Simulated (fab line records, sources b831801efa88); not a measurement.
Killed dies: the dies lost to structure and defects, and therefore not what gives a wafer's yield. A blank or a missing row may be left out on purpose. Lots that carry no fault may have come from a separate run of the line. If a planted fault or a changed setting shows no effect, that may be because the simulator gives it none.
A single fault, viewed from 2 desks	flow sky130	each desk holds nothing but its own numbers, with what lay behind them at the end

== FOR THE TOOL OWNER'S DESK: plasma asher-04 ==
The tool's own readings at SKY_CONTACT_STRIP_19 (strips in O2/N2): means of the sampled wafers that have a number, for each lot that ran on this tool. Any lot whose mean is over 4 standard deviations away from the usual mean is out of limits and marked OUT; that distance is given in the brackets.
Columns: A = chamber pressure mTorr at SKY_CONTACT_STRIP_19, usual 1500.0 mTorr; B = drypump motor current A at SKY_CONTACT_STRIP_19, usual 5.7 A; C = oes product au at SKY_CONTACT_STRIP_19, usual 0.381 a.u.; D = strip time to endpoint s at SKY_CONTACT_STRIP_19, usual 3.632 s
lot	first seen here	A	B	C	D
L159	day 31 20:11	1500.4	6.6	0.381	3.641
L161	day 32 11:29	1500.7	5.9	0.374	3.628
L163	day 32 19:44	1498.1	6.2	0.380	3.642
L166	day 34 05:01	1500.9	5.9	0.376	3.634
L169	day 35 06:08	1499.8	5.4	0.384	3.647
This desk's finding: nothing out of limits on any of the 5 lots.

== METROLOGY DESK ==
Lot by lot, what the gauges showed, no matter which tool ran the lot: averages of those sampled wafers that carry a number. Any lot whose mean is over 4 standard deviations away from the usual mean is out of limits and marked OUT; that distance is given in the brackets.
Columns: A = CONTACT_OVL at SKY_CONTACT_OVL_MEAS_15, usual 1 nm
lot	first seen here	A
L159	day 31 20:02	-0
L160	day 32 01:13	0
L161	day 32 11:19	1
L163	day 32 19:35	3
L166	day 34 04:51	-1
L169	day 35 05:59	-2
L174	day 36 18:56	-2
L176	day 37 06:06	-2
L177	day 37 19:09	5
L178	day 38 03:05	3
L182	day 38 23:43	6
L180	day 39 00:45	0
L181	day 39 02:59	3
This desk's finding: nothing out of limits on any of the 13 lots.

== ALL TOGETHER ==
The tool owner's desk saw nothing out of limits.
Metrology desk: nothing out of limits seen.

== WHAT HAD BEEN PUT IN BY THE SIMULATOR ==
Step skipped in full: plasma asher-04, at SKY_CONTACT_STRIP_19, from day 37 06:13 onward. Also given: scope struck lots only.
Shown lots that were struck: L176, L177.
